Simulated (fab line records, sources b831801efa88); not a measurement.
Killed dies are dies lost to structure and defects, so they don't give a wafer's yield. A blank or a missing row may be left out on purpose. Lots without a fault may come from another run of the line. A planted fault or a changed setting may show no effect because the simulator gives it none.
Which tool did it? | flow sfq_line | 14 lots, 42 wafers sampled, at 5 steps of a route of 325

WHAT THE GAUGES READ, wafer by wafer
SFQ_I2_BOW_MEAS_917.
lot  | measured     | on            | I2_BOW (um)
L926 | day 33 00:50 | film_metro-01 | -9 -9 -14
L928 | day 33 15:36 | film_metro-04 | -1 -6 -11
L929 | day 33 18:40 | film_metro-02 | -1 13 3
L930 | day 33 21:31 | film_metro-01 | 0 -3 -7
L931 | day 34 00:34 | film_metro-02 | -4 -10 1
L933 | day 34 15:34 | film_metro-04 | -6 4 0
L934 | day 34 18:36 | film_metro-01 | -8 1 -10
L935 | day 35 00:32 | film_metro-02 | -2 4 -5
L936 | day 36 18:31 | film_metro-02 | -4 13 2
L937 | day 36 18:37 | film_metro-04 | -7 7 -1
L939 | day 37 18:36 | film_metro-01 | 9 -3 11
L940 | day 37 21:31 | film_metro-04 | 9 5 8
L944 | day 39 03:36 | film_metro-04 | 9 7 5
L949 | day 41 16:35 | film_metro-02 | 1 -4 5

SFQ_M3_RS_MEAS_919: measures by four-point-probe.
lot  | measured     | on            | M3_NB_RS (ohm/sq)
L926 | day 39 02:40 | film_metro-02 | 0.901 0.895 0.891
L928 | day 39 15:50 | film_metro-03 | 0.904 0.902 0.902
L929 | day 39 18:19 | film_metro-02 | 0.874 0.874 0.883
L930 | day 39 19:26 | film_metro-01 | 0.906 0.898 0.895
L931 | day 39 20:41 | film_metro-02 | 0.890 0.886 0.886
L933 | day 40 06:19 | film_metro-01 | 0.877 0.890 0.872
L934 | day 40 09:50 | film_metro-03 | 0.903 0.892 0.890
L935 | day 40 14:41 | film_metro-01 | 0.874 0.872 0.885
L936 | day 42 03:50 | film_metro-02 | 0.894 0.890 0.889
L937 | day 42 05:03 | film_metro-03 | 0.883 0.892 0.887
L939 | day 43 02:38 | film_metro-02 | 0.873 0.888 0.883
L940 | day 43 05:14 | film_metro-02 | 0.877 0.883 0.881
L944 | day 44 15:50 | film_metro-03 | 0.880 0.871 0.880
L949 | day 47 01:18 | film_metro-03 | 0.892 0.899 0.893

WHICH TOOL RAN EACH LOT (tool, then ch and the chambers of the sampled wafers, then the start)
lot  | SFQ_TRILAYER_I2_DEP_PECVD_063   | SFQ_TRILAYER_I2_CMP_CMP_064   | SFQ_TRILAYER_I2_METRO_MEASURE_065
L926 | pecvd-04 ch 0,1,2, day 32 16:15 | cmp-02 ch 0,1,2, day 32 22:19 | film_metro-01, day 33 01:08
L928 | pecvd-02 ch 0,1, day 33 05:27   | cmp-02 ch 1,2,3, day 33 12:36 | film_metro-04, day 33 15:43
L929 | pecvd-03 ch 0,1,2, day 33 09:05 | cmp-02 ch 1,2,3, day 33 17:06 | film_metro-02, day 33 19:19
L930 | pecvd-04 ch 0,1, day 33 10:15   | cmp-01 ch 0,1, day 33 18:31   | film_metro-01, day 33 21:38
L931 | pecvd-02 ch 1,2, day 33 17:22   | cmp-01 ch 1,2,3, day 33 22:01 | film_metro-02, day 34 01:02
L933 | pecvd-04 ch 0,1, day 34 04:13   | cmp-01 ch 0,1,3, day 34 13:31 | film_metro-04, day 34 16:02
L934 | pecvd-03 ch 0,1, day 34 09:06   | cmp-02 ch 0,1,3, day 34 16:06 | film_metro-01, day 34 18:43
L935 | pecvd-02 ch 0,2, day 34 14:41   | cmp-01 ch 0,1,3, day 34 21:31 | film_metro-02, day 35 00:50
L936 | pecvd-04 ch 0,1, day 36 04:18   | cmp-01 ch 0,2,3, day 36 16:01 | film_metro-02, day 36 18:38
L937 | pecvd-03 ch 0,1,2, day 36 06:42 | cmp-02 ch 1,2,3, day 36 15:36 | film_metro-04, day 36 18:55
L939 | pecvd-03 ch 0,2, day 37 06:49   | cmp-02 ch 0,1,2, day 37 15:36 | film_metro-01, day 37 18:43
L940 | pecvd-04 ch 0,2, day 37 09:13   | cmp-01 ch 0,3, day 37 19:01   | film_metro-04, day 37 21:38
L944 | pecvd-03 ch 0,1,2, day 38 12:49 | cmp-02 ch 0,1,2, day 39 00:36 | film_metro-04, day 39 03:43
L949 | pecvd-02 ch 0,2, day 40 18:53   | cmp-02 ch 1,2, day 41 13:34   | film_metro-02, day 41 16:53
- SFQ_TRILAYER_I2_DEP_PECVD_063: deposits SiO2 from SiH4/N2O, time 111.11 s, target thk 500 nm.
- SFQ_TRILAYER_I2_CMP_CMP_064: polishes SiO2.
- SFQ_TRILAYER_I2_METRO_MEASURE_065

WHAT THE TOOLS THEMSELVES READ (means of the sampled wafers that have a number; where no wafer has one, the mark that the record gives instead)
SFQ_TRILAYER_I2_DEP_PECVD_063.
lot  | tool     | chamber_pressure_Torr (Torr) | heater_power_w (W) | run_length_s (s) | throttle_valve_pct (%)
L926 | pecvd-04 | 2.398                        | 81                 | 138.7            | 23.7
L928 | pecvd-02 | 2.402                        | 86                 | 138.4            | 26.1
L929 | pecvd-03 | 2.396                        | 85                 | 139.3            | 24.6
L930 | pecvd-04 | 2.405                        | 71                 | 138.8            | 24.0
L931 | pecvd-02 | 2.394                        | 88                 | 138.7            | 26.7
L933 | pecvd-04 | 2.394                        | 68                 | 139.1            | 24.0
L934 | pecvd-03 | 2.400                        | 83                 | 138.9            | 25.1
L935 | pecvd-02 | 2.395                        | 81                 | 139.0            | 25.4
L936 | pecvd-04 | 2.404                        | 73                 | 139.0            | 24.3
L937 | pecvd-03 | 2.402                        | 90                 | 138.6            | 24.8
L939 | pecvd-03 | 2.401                        | 85                 | 161.0            | 24.7
L940 | pecvd-04 | 2.394                        | 80                 | 138.8            | 23.7
L944 | pecvd-03 | 2.401                        | 83                 | 161.2            | 24.9
L949 | pecvd-02 | 2.392                        | 79                 | 139.1            | 25.9

SFQ_TRILAYER_I2_CMP_CMP_064.
lot  | tool   | motor_current_A (A) | slurry_flow_ml_min | time_to_endpoint_s (s)
L926 | cmp-02 | 10.5                | 150.5              | 216
L928 | cmp-02 | 10.7                | 149.9              | 217
L929 | cmp-02 | 10.8                | 149.8              | 220
L930 | cmp-01 | 10.4                | 150.5              | 225
L931 | cmp-01 | 10.2                | 149.6              | 220
L933 | cmp-01 | 11.2                | 149.7              | 224
L934 | cmp-02 | 10.9                | 149.9              | 218
L935 | cmp-01 | 11.3                | 150.1              | 217
L936 | cmp-01 | 11.2                | 150.2              | 223
L937 | cmp-02 | 10.9                | 149.6              | 224
L939 | cmp-02 | 10.7                | 149.5              | 281
L940 | cmp-01 | 12.2                | 150.4              | 216
L944 | cmp-02 | 10.4                | 149.9              | 286
L949 | cmp-02 | 10.2                | 149.8              | 211

SFQ_TRILAYER_I2_METRO_MEASURE_065.
lot  | tool          | thk_nm (nm)
L926 | film_metro-01 | 199.5
L928 | film_metro-04 | 200.5
L929 | film_metro-02 | 200.6
L930 | film_metro-01 | 200.6
L931 | film_metro-02 | 200.2
L933 | film_metro-04 | 200.5
L934 | film_metro-01 | 200.5
L935 | film_metro-02 | 200.6
L936 | film_metro-02 | 201.1
L937 | film_metro-04 | 200.5
L939 | film_metro-01 | 200.8
L940 | film_metro-04 | 200.5
L944 | film_metro-04 | 200.4
L949 | film_metro-02 | 199.9

THE ANSWER, worked out from the rows above alone
Rule: what is usual is taken from the lots themselves. Put in order of their means at a reading, lots are off if they are a third of the lots or fewer, leave a main group of 4 or more, and stand apart from it by a gap of 3 or more times the standard deviation of the main group's means; of several such gaps the widest counts. A main group whose means are all the same, to the digits that the tables above print for the reading, isn't used. A lot without any number at a reading at which 4 lots or more have one is off too. The other lots that the step has rows for count as sound. The gauges are gone through in route order, then the tools' own readings, and for those a lot's mean is taken as printed above. The first step at which some lot is off is used, and at that step the reading that is off furthest; a lot without a number counts as furthest.
Off: L939, L944, at SFQ_TRILAYER_I2_DEP_PECVD_063 (run_length_s). The main group: mean 138.9 s, standard deviation 0.24.
A tool fits if, at that step or a process step before it, it ran every lot that is off, and no sound lot after the first of them. One fits: pecvd-03 at SFQ_TRILAYER_I2_DEP_PECVD_063. Its last sound lot is L937 (day 36 06:42), its first lot that is off L939 (day 37 06:49): a fault that began between those two fits.
The tool's own readings at SFQ_TRILAYER_I2_DEP_PECVD_063 bear it out: on the lots that are off they differ by more than 5 times the standard deviation of the sound lots' means. run_length_s reads 161.1 s there against 138.9 s on the sound lots.

WHAT THE SIMULATOR HAD PUT IN
Process parameter drift: pecvd-03, from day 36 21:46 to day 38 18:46, at SFQ_TRILAYER_I2_DEP_PECVD_063. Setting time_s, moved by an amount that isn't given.
Lots struck among those shown: L939, L944. The rule above found the same.
